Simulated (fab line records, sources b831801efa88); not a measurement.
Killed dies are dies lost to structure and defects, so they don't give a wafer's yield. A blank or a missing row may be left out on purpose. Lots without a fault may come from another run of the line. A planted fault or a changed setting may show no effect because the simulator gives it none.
Chamber matching | flow gf180mcu | GF_V4_ETCH_16 on rie_diel-01: 4 sister chambers
The step etches BARC in N2/H2. 8 wafers are shown with their chamber, then 7 later ones without.

WAFERS WITH THEIR CHAMBER
wafer  | chamber | drypump_motor_current_A (A) | bias_w (W)
L082.1 | 1       | 5.5                         | 100.2
L082.4 | 3       | 5.6                         | 100.1
L082.5 | 2       | 6.7                         | 100.8
L091.1 | 0       | 5.6                         | 99.8
L091.3 | 1       | 5.4                         | 100.6
L091.6 | 0       | 5.6                         | 99.7
L092.1 | 2       | 6.7                         | 100.1
L092.4 | 3       | 5.6                         | 99.7

WAFERS WITHOUT THEIR CHAMBER
wafer  | drypump_motor_current_A (A) | bias_w (W)
L092.5 | 5.6                         | 100.2
L094.1 | 5.6                         | 99.9
L094.2 | 5.6                         | 99.8
L094.3 | 6.7                         | 99.9
L094.4 | 5.4                         | 100.1
L094.5 | 5.7                         | 100.5
L094.6 | 5.4                         | 99.8

WHICH CHAMBER EACH WENT THROUGH
wafer  | from the rows above     | in truth
L092.5 | can't be placed: 3 or 0 | 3
L094.1 | can't be placed: 3 or 0 | 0
L094.2 | can't be placed: 0 or 3 | 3
L094.3 | 2                       | 2
L094.4 | 1                       | 1
L094.5 | can't be placed: 3 or 0 | 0
L094.6 | 1                       | 1
Placed correctly: 3 of 7. Can't be placed from these rows: 4 (the true chamber is among the candidates in 4). Placed wrongly: 0.
How it was worked out, from the rows above alone: a wafer's distance from a chamber is the root of the sum, over the readings, of the square of ((its reading less the chamber's mean) divided by the reading's scatter). The wafer belongs to the nearest chamber; if the next one is less than 2 further off, it can't be placed. A chamber's mean is the mean of its shown wafers. The scatter: the root of (the sum of the squares of (reading less its chamber's mean) over the shown wafers, divided by (wafers less chambers)).
